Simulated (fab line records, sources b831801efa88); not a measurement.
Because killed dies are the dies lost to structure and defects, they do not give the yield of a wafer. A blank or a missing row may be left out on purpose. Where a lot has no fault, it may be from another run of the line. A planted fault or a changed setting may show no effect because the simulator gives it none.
Which tool was responsible?    flow gf180mcu    Sampling: 24 lots, 72 wafers, 6 of 602 route steps

## WHAT THE GAUGES READ, wafer by wafer
GF_M3_CD_MEAS_14: target cd 280 nm. Usual: cd_nm reads 279.9 nm (standard deviation 1.4).
lot   measured      on         cd_nm (nm)         flag
L074  day 21 19:25  cd_sem-02  279.0 281.4 279.8  
L075  day 21 23:00  cd_sem-02  279.8 280.8 281.3  
L076  day 22 15:31  cd_sem-02  277.4 278.4 277.4  
L077  day 22 18:43  cd_sem-01  279.6 279.9 281.1  
L078  day 22 22:28  cd_sem-01  280.5 279.9 279.0  
L079  day 23 17:54  cd_sem-02  279.1 279.3 279.5  
L081  day 23 20:41  cd_sem-01  278.9 280.2 279.9  
L080  day 23 22:15  cd_sem-01  279.4 279.3 279.4  
L082  day 24 18:01  cd_sem-02  280.1 282.0 281.9  
L083  day 24 18:21  cd_sem-01  281.1 280.2 280.4  
L084  day 25 00:06  cd_sem-01  282.5 281.1 282.6  
L085  day 25 03:24  cd_sem-01  279.5 278.5 278.6  
L086  day 25 22:29  cd_sem-02  282.2 282.0 281.7  
L087  day 26 13:19  cd_sem-02  277.9 278.7 281.0  
L088  day 26 13:07  cd_sem-02  279.4 280.0 279.9  
L090  day 26 18:57  cd_sem-02  277.6 277.1 278.3  
L089  day 26 20:33  cd_sem-02  279.6 277.8 279.0  
L091  day 27 08:28  cd_sem-01  277.8 278.0 278.4  
L092  day 27 14:33  cd_sem-02  281.6 282.7 282.6  
L093  day 27 15:01  cd_sem-01  279.5 279.6 281.0  
L094  day 28 08:40  cd_sem-02  281.2 282.0 280.0  
L095  day 28 10:20  cd_sem-02  280.4 281.8 281.3  
L096  day 28 13:31  cd_sem-01  279.4 278.9 278.5  
L097  day 29 04:04  cd_sem-02  277.4 278.0 277.8  

GF_V5_CD_MEAS_14: target cd 260 nm. Usual: cd_nm reads 260.5 nm (standard deviation 1.2).
lot   measured      on         cd_nm (nm)         flag
L074  day 27 14:55  cd_sem-01  261.6 261.0 261.5  
L075  day 27 17:54  cd_sem-01  259.7 259.8 259.9  
L076  day 28 07:12  cd_sem-01  262.1 262.6 262.5  
L077  day 28 09:48  cd_sem-01  259.9 259.7 259.4  
L078  day 28 15:31  cd_sem-02  259.9 259.9 260.4  
L079  day 29 07:03  cd_sem-02  259.0 258.2 258.4  
L081  day 29 08:31  cd_sem-02  257.7 259.3 259.3  
L080  day 29 10:45  cd_sem-02  261.1 260.4 260.3  
L082  day 30 02:04  cd_sem-02  262.0 261.4 260.6  
L083  day 30 03:09  cd_sem-02  260.9 260.4 260.5  
L084  day 30 09:51  cd_sem-01  260.1 260.9 261.0  
L085  day 30 10:26  cd_sem-02  260.7 259.4 258.9  
L086  day 31 04:31  cd_sem-02  259.5 259.5 260.0  
L087  day 31 17:21  cd_sem-01  261.4 262.4 260.0  
L088  day 31 16:13  cd_sem-01  260.4 259.9 260.9  
L090  day 31 21:03  cd_sem-01  260.2 261.0 261.4  
L089  day 31 23:15  cd_sem-02  263.4 263.1 262.8  
L091  day 32 08:07  cd_sem-01  262.1 262.2 260.8  
L092  day 32 12:52  cd_sem-01  260.4 259.4 258.9  
L093  day 32 13:07  cd_sem-01  260.0 261.6 259.6  
L094  day 33 04:41  cd_sem-01  260.9 261.6 261.6  
L095  day 33 06:05  cd_sem-02  260.4 259.8 259.2  
L096  day 33 09:21  cd_sem-02  258.9 258.5 259.3  
L097  day 33 20:00  cd_sem-02  260.4 258.6 258.9  

## WHICH TOOL RAN EACH LOT (tool, then ch and the chambers of the sampled wafers, then the start)
lot   GF_V2_CMP_26                   GF_V3_STRIP_18                        GF_V4_SPUTTER_22              GF_MIM_SPUTTER_09
L074  cmp-01 ch 1,2,3, day 20 19:00  plasma_asher-02 ch 1, day 22 20:02    pvd_sputter-03, day 24 20:53  pvd_sputter-03, day 24 21:54
L075  cmp-02 ch 0,1,3, day 20 22:42  plasma_asher-01 ch 0,1, day 22 23:54  pvd_sputter-01, day 25 00:24  pvd_sputter-01, day 25 01:25
L076  cmp-01 ch 0,2,3, day 21 15:53  plasma_asher-01 ch 0,1, day 23 15:44  pvd_sputter-01, day 25 14:49  pvd_sputter-01, day 25 15:50
L077  cmp-02 ch 0,1,2, day 21 18:56  plasma_asher-04 ch 0,1, day 23 18:59  pvd_sputter-04, day 25 17:22  pvd_sputter-01, day 25 18:23
L078  cmp-02 ch 0,1,3, day 21 22:25  plasma_asher-02 ch 0,1, day 23 23:02  pvd_sputter-03, day 25 22:38  pvd_sputter-03, day 25 23:40
L079  cmp-02 ch 0,2,3, day 22 19:01  plasma_asher-02 ch 0,1, day 24 17:50  pvd_sputter-03, day 26 15:40  pvd_sputter-02, day 26 16:41
L081  cmp-01 ch 2,3, day 22 21:01    plasma_asher-01 ch 0,1, day 24 20:27  pvd_sputter-03, day 26 18:59  pvd_sputter-01, day 26 20:00
L080  cmp-01 ch 0,1,3, day 22 23:11  plasma_asher-01 ch 0,1, day 24 20:50  pvd_sputter-04, day 26 19:23  pvd_sputter-02, day 26 20:25
L082  cmp-02 ch 0,1,3, day 23 19:17  plasma_asher-04 ch 0, day 25 16:53    pvd_sputter-03, day 27 14:08  pvd_sputter-03, day 27 15:10
L083  cmp-02 ch 0,1, day 23 20:13    plasma_asher-02 ch 0,1, day 25 17:00  pvd_sputter-04, day 27 14:59  pvd_sputter-03, day 27 16:01
L084  cmp-02 ch 1,2, day 24 01:28    plasma_asher-04 ch 0,1, day 25 22:47  pvd_sputter-03, day 27 20:38  pvd_sputter-02, day 27 21:39
L085  cmp-01 ch 1,3, day 24 04:58    plasma_asher-02 ch 0,1, day 26 01:23  pvd_sputter-04, day 27 21:38  pvd_sputter-01, day 27 22:41
L086  cmp-01 ch 0,1,2, day 25 01:03  plasma_asher-02 ch 0,1, day 26 20:57  pvd_sputter-03, day 28 17:35  pvd_sputter-02, day 28 18:50
L087  cmp-01 ch 2,3, day 25 15:53    plasma_asher-02 ch 0,1, day 27 12:32  pvd_sputter-01, day 29 07:32  pvd_sputter-02, day 29 08:33
L088  cmp-02 ch 0,2,3, day 25 15:56  plasma_asher-04 ch 0,1, day 27 12:13  pvd_sputter-01, day 29 06:38  pvd_sputter-02, day 29 07:37
L090  cmp-02 ch 1,2,3, day 25 21:44  plasma_asher-04 ch 0,1, day 27 17:02  pvd_sputter-01, day 29 12:20  pvd_sputter-01, day 29 13:22
L089  cmp-01 ch 0,1, day 25 23:20    plasma_asher-04 ch 1, day 27 19:00    pvd_sputter-01, day 29 14:55  pvd_sputter-03, day 29 15:55
L091  cmp-02 ch 0,2, day 26 11:10    plasma_asher-02 ch 0, day 28 05:38    pvd_sputter-03, day 29 23:41  pvd_sputter-02, day 30 00:41
L092  cmp-01 ch 0,1, day 26 17:19    plasma_asher-02 ch 0,1, day 28 11:50  pvd_sputter-03, day 30 06:13  pvd_sputter-03, day 30 07:13
L093  cmp-02 ch 0,1,2, day 26 17:31  plasma_asher-04 ch 0,1, day 28 12:50  pvd_sputter-01, day 30 06:34  pvd_sputter-02, day 30 07:35
L094  cmp-01 ch 0,2,3, day 27 12:31  plasma_asher-01 ch 0,1, day 29 05:30  pvd_sputter-01, day 30 22:38  pvd_sputter-03, day 30 23:39
L095  cmp-02 ch 0,1,2, day 27 14:04  plasma_asher-02 ch 0,1, day 29 07:37  pvd_sputter-01, day 31 00:47  pvd_sputter-01, day 31 01:47
L096  cmp-02 ch 0,3, day 27 16:30    plasma_asher-02 ch 0,1, day 29 11:11  pvd_sputter-03, day 31 04:19  pvd_sputter-02, day 31 05:19
L097  cmp-02 ch 2,3, day 28 08:40    plasma_asher-01 ch 0,1, day 30 00:35  pvd_sputter-03, day 31 16:10  pvd_sputter-02, day 31 17:11
- GF_V2_CMP_26: polishes, stops on SiO2, t overpolish 15 s, target thk 0 nm.
- GF_V3_STRIP_18: strips in O2/N2.
- GF_V4_SPUTTER_22: material TiN, target thk 10 nm, time 40 s.
- GF_MIM_SPUTTER_09: material TiN, target thk 35 nm, time 29.2 s.

## AS READ BY THE TOOLS THEMSELVES (means over the sampled wafers that have a number; for cases with no such wafer, the mark the record gives instead)
GF_V2_CMP_26. Usual: motor_current_A 10.9 A, standard deviation 1.1; overpolish_run_s 15.002 s, standard deviation 0.0092; slurry_filter_dp_kPa 13.50 kPa, standard deviation 0.12; time_to_endpoint_s 84 s, standard deviation 4.
lot   tool    motor_current_A (A)  overpolish_run_s (s)  slurry_filter_dp_kPa (kPa)  time_to_endpoint_s (s)  flag
L074  cmp-01  10.9                 15.009                13.44                       86                      
L075  cmp-02  11.4                 15.010                13.51                       85                      
L076  cmp-01  11.0                 14.990                13.48                       87                      
L077  cmp-02  10.9                 14.995                13.59                       87                      
L078  cmp-02  11.2                 15.004                13.42                       86                      
L079  cmp-02  10.2                 15.006                13.60                       84                      
L081  cmp-01  10.6                 15.000                13.56                       85                      
L080  cmp-01  11.4                 15.000                13.43                       90                      
L082  cmp-02  11.4                 15.003                13.53                       85                      
L083  cmp-02  10.8                 15.003                13.48                       82                      
L084  cmp-02  11.7                 15.011                13.51                       83                      
L085  cmp-01  11.5                 15.006                13.58                       87                      
L086  cmp-01  10.5                 15.014                13.63                       87                      
L087  cmp-01  10.6                 15.006                13.50                       79                      
L088  cmp-02  10.0                 15.003                13.56                       87                      
L090  cmp-02  11.1                 14.998                13.45                       86                      
L089  cmp-01  11.2                 15.000                13.51                       85                      
L091  cmp-02  9.6                  14.999                13.44                       81                      
L092  cmp-01  11.2                 15.001                13.60                       87                      
L093  cmp-02  10.6                 14.992                13.41                       83                      
L094  cmp-01  10.7                 15.002                13.33                       83                      
L095  cmp-02  10.6                 14.997                13.52                       85                      
L096  cmp-02  10.4                 15.000                13.47                       78                      
L097  cmp-02  10.6                 15.011                13.49                       79                      

GF_V3_STRIP_18. Usual: drypump_motor_current_A 5.9 A, standard deviation 0.52; heater_power_w 328 W, standard deviation 31; o2_flow_sccm 3001 sccm, standard deviation 8; oes_product_au 0.593 a.u., standard deviation 0.0052.
lot   tool             drypump_motor_current_A (A)  heater_power_w (W)  o2_flow_sccm (sccm)  oes_product_au (a.u.)  flag
L074  plasma_asher-02  5.9                          324                 3000                 0.595                  
L075  plasma_asher-01  6.1                          346                 3007                 0.594                  
L076  plasma_asher-01  6.1                          349                 2997                 0.597                  
L077  plasma_asher-04  6.3                          338                 2999                 0.590                  
L078  plasma_asher-02  5.3                          308                 3006                 0.592                  
L079  plasma_asher-02  5.3                          311                 3014                 0.595                  
L081  plasma_asher-01  6.0                          324                 2998                 0.597                  
L080  plasma_asher-01  5.9                          317                 3003                 0.593                  
L082  plasma_asher-04  6.2                          322                 2992                 0.589                  
L083  plasma_asher-02  5.3                          314                 3001                 0.592                  
L084  plasma_asher-04  6.3                          336                 3004                 0.593                  
L085  plasma_asher-02  5.3                          313                 3000                 0.587                  
L086  plasma_asher-02  5.5                          314                 3004                 0.596                  
L087  plasma_asher-02  5.5                          319                 3004                 0.589                  
L088  plasma_asher-04  6.4                          347                 3003                 0.587                  
L090  plasma_asher-04  6.3                          335                 3004                 0.590                  
L089  plasma_asher-04  6.6                          371                 2999                 0.586                  
L091  plasma_asher-02  5.0                          301                 3006                 0.593                  
L092  plasma_asher-02  5.5                          320                 3000                 0.592                  
L093  plasma_asher-04  6.3                          334                 2995                 0.596                  
L094  plasma_asher-01  6.0                          320                 2997                 0.594                  
L095  plasma_asher-02  5.5                          315                 3004                 0.589                  
L096  plasma_asher-02  5.6                          314                 3000                 0.594                  
L097  plasma_asher-01  6.0                          322                 3000                 0.588                  

GF_V4_SPUTTER_22. Usual: throttle_valve_pct reads 30.0 % (standard deviation 1.6).
lot   tool            throttle_valve_pct (%)  flag
L074  pvd_sputter-03  31.5                    
L075  pvd_sputter-01  29.1                    
L076  pvd_sputter-01  30.5                    
L077  pvd_sputter-04  31.0                    
L078  pvd_sputter-03  29.7                    
L079  pvd_sputter-03  30.3                    
L081  pvd_sputter-03  29.9                    
L080  pvd_sputter-04  31.1                    
L082  pvd_sputter-03  31.7                    
L083  pvd_sputter-04  31.4                    
L084  pvd_sputter-03  29.5                    
L085  pvd_sputter-04  30.5                    
L086  pvd_sputter-03  29.2                    
L087  pvd_sputter-01  30.0                    
L088  pvd_sputter-01  29.9                    
L090  pvd_sputter-01  31.7                    
L089  pvd_sputter-01  29.3                    
L091  pvd_sputter-03  29.7                    
L092  pvd_sputter-03  29.6                    
L093  pvd_sputter-01  28.6                    
L094  pvd_sputter-01  29.3                    
L095  pvd_sputter-01  30.0                    
L096  pvd_sputter-03  30.6                    
L097  pvd_sputter-03  30.3                    

GF_MIM_SPUTTER_09. Usual: throttle_valve_pct reads 30.0 % (standard deviation 1.5).
lot   tool            throttle_valve_pct (%)  flag
L074  pvd_sputter-03  30.5                    
L075  pvd_sputter-01  30.1                    
L076  pvd_sputter-01  29.2                    
L077  pvd_sputter-01  29.4                    
L078  pvd_sputter-03  30.8                    
L079  pvd_sputter-02  30.8                    
L081  pvd_sputter-01  28.7                    
L080  pvd_sputter-02  30.8                    
L082  pvd_sputter-03  29.5                    
L083  pvd_sputter-03  29.6                    
L084  pvd_sputter-02  31.2                    
L085  pvd_sputter-01  29.3                    
L086  pvd_sputter-02  29.2                    
L087  pvd_sputter-02  29.2                    
L088  pvd_sputter-02  30.3                    
L090  pvd_sputter-01  29.5                    
L089  pvd_sputter-03  30.0                    
L091  pvd_sputter-02  31.4                    
L092  pvd_sputter-03  29.5                    
L093  pvd_sputter-02  30.1                    
L094  pvd_sputter-03  31.1                    
L095  pvd_sputter-01  28.6                    
L096  pvd_sputter-02  29.9                    
L097  pvd_sputter-02  31.5                    

## THE ANSWER, worked out from the rows above alone
Rule: lot off if the mean of its wafers having a number is beyond 3 standard deviations from the usual mean. A lot without any number at a reading at which 4 lots or more have one is off too. Where the step has rows for the other lots, those lots are counted as sound. First the gauges in route order, then the tools' own readings, where a lot's mean is used as printed above. The first step at which some lot is off is used, and at that step the reading that is off furthest; a lot without a number counts as furthest.
No lot is off at any reading shown: from this, nothing can be told.

## WHAT HAD BEEN PUT IN BY THE SIMULATOR
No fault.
